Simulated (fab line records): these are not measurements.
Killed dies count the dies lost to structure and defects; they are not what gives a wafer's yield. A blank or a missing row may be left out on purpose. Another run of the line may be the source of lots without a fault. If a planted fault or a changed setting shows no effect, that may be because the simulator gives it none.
Which tool was responsible? / flow sky130 / Sampling: 24 lots, 72 wafers, 2 of 708 route steps

== WHAT EACH GAUGE READ, for each wafer ==
SKY_SONOS_ONO_OVL_MEAS_14.
lot=L074; measured=day 12 16:26; on=overlay-01; SONOS_ONO_OVL (nm)=-0.5 2.1 2.2
lot=L075; measured=day 12 17:46; on=overlay-02; SONOS_ONO_OVL (nm)=-0.8 1.1 1.0
lot=L076; measured=day 13 09:05; on=overlay-02; SONOS_ONO_OVL (nm)=1.5 1.3 1.5
lot=L077; measured=day 13 16:31; on=overlay-02; SONOS_ONO_OVL (nm)=-0.8 -0.3 -1.7
lot=L078; measured=day 14 03:38; on=overlay-01; SONOS_ONO_OVL (nm)=1.2 1.7 2.0
lot=L079; measured=day 14 10:19; on=overlay-01; SONOS_ONO_OVL (nm)=0.7 0.9 -0.6
lot=L080; measured=day 14 20:11; on=overlay-02; SONOS_ONO_OVL (nm)=-0.1 -0.2 0.1
lot=L081; measured=day 15 04:23; on=overlay-01; SONOS_ONO_OVL (nm)=1.3 0.1 -0.8
lot=L082; measured=day 15 09:35; on=overlay-02; SONOS_ONO_OVL (nm)=0.8 0.3 1.9
lot=L083; measured=day 15 12:07; on=overlay-01; SONOS_ONO_OVL (nm)=-0.8 -0.2 -0.6
lot=L084; measured=day 16 02:13; on=overlay-02; SONOS_ONO_OVL (nm)=0.1 2.1 2.3
lot=L085; measured=day 16 13:19; on=overlay-02; SONOS_ONO_OVL (nm)=-1.6 1.4 1.8
lot=L086; measured=day 16 19:04; on=overlay-01; SONOS_ONO_OVL (nm)=0.6 2.5 2.3
lot=L087; measured=day 17 07:55; on=overlay-02; SONOS_ONO_OVL (nm)=-0.5 0.5 -0.1
lot=L088; measured=day 17 08:13; on=overlay-01; SONOS_ONO_OVL (nm)=-0.1 1.3 0.4
lot=L089; measured=day 17 20:58; on=overlay-01; SONOS_ONO_OVL (nm)=0.1 0.2 1.9
lot=L090; measured=day 18 05:23; on=overlay-02; SONOS_ONO_OVL (nm)=-0.9 1.0 -0.4
lot=L092; measured=day 19 07:11; on=overlay-02; SONOS_ONO_OVL (nm)=-0.7 0.1 -0.6
lot=L091; measured=day 19 07:29; on=overlay-02; SONOS_ONO_OVL (nm)=0.5 0.1 1.0
lot=L093; measured=day 19 10:08; on=overlay-02; SONOS_ONO_OVL (nm)=-0.5 0.7 0.2
lot=L094; measured=day 19 19:11; on=overlay-01; SONOS_ONO_OVL (nm)=1.7 1.9 0.9
lot=L095; measured=day 20 02:52; on=overlay-02; SONOS_ONO_OVL (nm)=-1.3 0.2 -0.1
lot=L096; measured=day 20 05:43; on=overlay-01; SONOS_ONO_OVL (nm)=1.8 -0.8 2.8
lot=L097; measured=day 20 12:43; on=overlay-02; SONOS_ONO_OVL (nm)=2.3 -0.6 0.7

== TOOL THAT RAN EACH LOT (tool first, then ch and the chambers of the sampled wafers, then the start) ==
lot=L074; SKY_FIELD_ISO_ETCH_17=rie-si-01 ch 0,1,3, day 2 05:50
lot=L075; SKY_FIELD_ISO_ETCH_17=rie-si-01 ch 0,1, day 2 09:18
lot=L076; SKY_FIELD_ISO_ETCH_17=rie-si-01 ch 0,2,3, day 2 16:10
lot=L077; SKY_FIELD_ISO_ETCH_17=rie-si-02 ch 2,3, day 2 22:42
lot=L078; SKY_FIELD_ISO_ETCH_17=rie-si-01 ch 1,3, day 3 04:42
lot=L079; SKY_FIELD_ISO_ETCH_17=rie-si-01 ch 0,1,2, day 3 09:36
lot=L080; SKY_FIELD_ISO_ETCH_17=rie-si-02 ch 0,1,3, day 3 14:01
lot=L081; SKY_FIELD_ISO_ETCH_17=rie-si-02 ch 0,3, day 3 19:40
lot=L082; SKY_FIELD_ISO_ETCH_17=rie-si-02 ch 0,2, day 4 00:32
lot=L083; SKY_FIELD_ISO_ETCH_17=rie-si-01 ch 0,3, day 4 03:23
lot=L084; SKY_FIELD_ISO_ETCH_17=rie-si-02 ch 0,3, day 4 07:49
lot=L085; SKY_FIELD_ISO_ETCH_17=rie-si-02 ch 0,1,2, day 4 14:34
lot=L086; SKY_FIELD_ISO_ETCH_17=rie-si-01 ch 1,2, day 4 21:43
lot=L087; SKY_FIELD_ISO_ETCH_17=rie-si-01 ch 1,2,3, day 5 02:01
lot=L088; SKY_FIELD_ISO_ETCH_17=rie-si-02 ch 0,2,3, day 5 05:30
lot=L089; SKY_FIELD_ISO_ETCH_17=rie-si-02 ch 0,1, day 5 10:23
lot=L090; SKY_FIELD_ISO_ETCH_17=rie-si-02 ch 1,2,3, day 5 16:04
lot=L092; SKY_FIELD_ISO_ETCH_17=rie-si-01 ch 0,1,3, day 6 10:44
lot=L091; SKY_FIELD_ISO_ETCH_17=rie-si-02 ch 1,3, day 6 10:53
lot=L093; SKY_FIELD_ISO_ETCH_17=rie-si-01 ch 0,3, day 6 11:04
lot=L094; SKY_FIELD_ISO_ETCH_17=rie-si-01 ch 0,1,3, day 6 16:27
lot=L095; SKY_FIELD_ISO_ETCH_17=rie-si-02 ch 0,1,3, day 6 20:59
lot=L096; SKY_FIELD_ISO_ETCH_17=rie-si-01 ch 0,1,3, day 7 00:07
lot=L097; SKY_FIELD_ISO_ETCH_17=rie-si-01 ch 0,2,3, day 7 06:25
- SKY_FIELD_ISO_ETCH_17: etches Si in HBr/Cl2/O2, target depth 342 nm, time 97.7 s.

== WHAT THE TOOLS THEMSELVES READ (means of the sampled wafers that have a number; where no wafer has one, the mark that the record gives instead) ==
SKY_FIELD_ISO_ETCH_17.
lot=L074; tool=rie-si-01; drypump-motor-current-A (A)=5.1; he-backside-leak-sccm (sccm)=2.8; oes-product-au (a.u.)=0.996; throttle-valve-pct (%)=25.660
lot=L075; tool=rie-si-01; drypump-motor-current-A (A)=4.8; he-backside-leak-sccm (sccm)=2.9; oes-product-au (a.u.)=0.996; throttle-valve-pct (%)=25.663
lot=L076; tool=rie-si-01; drypump-motor-current-A (A)=5.3; he-backside-leak-sccm (sccm)=2.8; oes-product-au (a.u.)=0.996; throttle-valve-pct (%)=25.661
lot=L077; tool=rie-si-02; drypump-motor-current-A (A)=5.6; he-backside-leak-sccm (sccm)=2.8; oes-product-au (a.u.)=0.995; throttle-valve-pct (%)=25.658
lot=L078; tool=rie-si-01; drypump-motor-current-A (A)=5.2; he-backside-leak-sccm (sccm)=2.5; oes-product-au (a.u.)=1.004; throttle-valve-pct (%)=25.656
lot=L079; tool=rie-si-01; drypump-motor-current-A (A)=5.2; he-backside-leak-sccm (sccm)=2.7; oes-product-au (a.u.)=0.994; throttle-valve-pct (%)=25.651
lot=L080; tool=rie-si-02; drypump-motor-current-A (A)=5.8; he-backside-leak-sccm (sccm)=2.7; oes-product-au (a.u.)=0.986; throttle-valve-pct (%)=25.663
lot=L081; tool=rie-si-02; drypump-motor-current-A (A)=5.7; he-backside-leak-sccm (sccm)=2.7; oes-product-au (a.u.)=0.997; throttle-valve-pct (%)=25.659
lot=L082; tool=rie-si-02; drypump-motor-current-A (A)=5.4; he-backside-leak-sccm (sccm)=2.9; oes-product-au (a.u.)=0.994; throttle-valve-pct (%)=25.656
lot=L083; tool=rie-si-01; drypump-motor-current-A (A)=5.2; he-backside-leak-sccm (sccm)=2.6; oes-product-au (a.u.)=0.996; throttle-valve-pct (%)=25.658
lot=L084; tool=rie-si-02; drypump-motor-current-A (A)=5.6; he-backside-leak-sccm (sccm)=2.7; oes-product-au (a.u.)=0.996; throttle-valve-pct (%)=25.665
lot=L085; tool=rie-si-02; drypump-motor-current-A (A)=5.7; he-backside-leak-sccm (sccm)=2.9; oes-product-au (a.u.)=0.991; throttle-valve-pct (%)=25.659
lot=L086; tool=rie-si-01; drypump-motor-current-A (A)=5.3; he-backside-leak-sccm (sccm)=2.8; oes-product-au (a.u.)=0.999; throttle-valve-pct (%)=25.655
lot=L087; tool=rie-si-01; drypump-motor-current-A (A)=5.5; he-backside-leak-sccm (sccm)=2.7; oes-product-au (a.u.)=0.994; throttle-valve-pct (%)=25.666
lot=L088; tool=rie-si-02; drypump-motor-current-A (A)=5.5; he-backside-leak-sccm (sccm)=2.8; oes-product-au (a.u.)=1.000; throttle-valve-pct (%)=25.662
lot=L089; tool=rie-si-02; drypump-motor-current-A (A)=5.7; he-backside-leak-sccm (sccm)=2.8; oes-product-au (a.u.)=0.992; throttle-valve-pct (%)=25.661
lot=L090; tool=rie-si-02; drypump-motor-current-A (A)=5.8; he-backside-leak-sccm (sccm)=2.8; oes-product-au (a.u.)=1.004; throttle-valve-pct (%)=25.655
lot=L092; tool=rie-si-01; drypump-motor-current-A (A)=5.1; he-backside-leak-sccm (sccm)=2.7; oes-product-au (a.u.)=0.994; throttle-valve-pct (%)=25.657
lot=L091; tool=rie-si-02; drypump-motor-current-A (A)=5.9; he-backside-leak-sccm (sccm)=2.7; oes-product-au (a.u.)=0.999; throttle-valve-pct (%)=25.645
lot=L093; tool=rie-si-01; drypump-motor-current-A (A)=5.2; he-backside-leak-sccm (sccm)=2.6; oes-product-au (a.u.)=0.996; throttle-valve-pct (%)=25.666
lot=L094; tool=rie-si-01; drypump-motor-current-A (A)=5.1; he-backside-leak-sccm (sccm)=2.6; oes-product-au (a.u.)=0.994; throttle-valve-pct (%)=25.670
lot=L095; tool=rie-si-02; drypump-motor-current-A (A)=5.8; he-backside-leak-sccm (sccm)=2.7; oes-product-au (a.u.)=0.994; throttle-valve-pct (%)=25.665
lot=L096; tool=rie-si-01; drypump-motor-current-A (A)=5.1; he-backside-leak-sccm (sccm)=2.6; oes-product-au (a.u.)=0.999; throttle-valve-pct (%)=25.657
lot=L097; tool=rie-si-01; drypump-motor-current-A (A)=5.3; he-backside-leak-sccm (sccm)=2.9; oes-product-au (a.u.)=0.991; throttle-valve-pct (%)=25.666

== THE ANSWER, worked out from the rows above alone ==
Rule: usual is defined by the lots themselves. Put in order of their means at a reading, lots are off if they are a third of the lots or fewer, leave a main group of 4 or more, and stand apart from it by a gap of 3 or more times the standard deviation of the main group's means; of several such gaps the widest counts. The tables above print the reading to a certain number of digits; a main group whose means all agree to those digits is not used. Also off: a lot with no number at a reading for which 4 or more lots have one. All remaining lots with rows at the step are treated as sound. First the gauges in route order, then the tools' own readings, where a lot's mean is used as printed above. The first step at which some lot is off is used, and at that step the reading that is off furthest; a lot without a number counts as furthest.
No lot is off at any reading shown: from this, nothing can be told.

== WHAT THE SIMULATOR PUT IN ==
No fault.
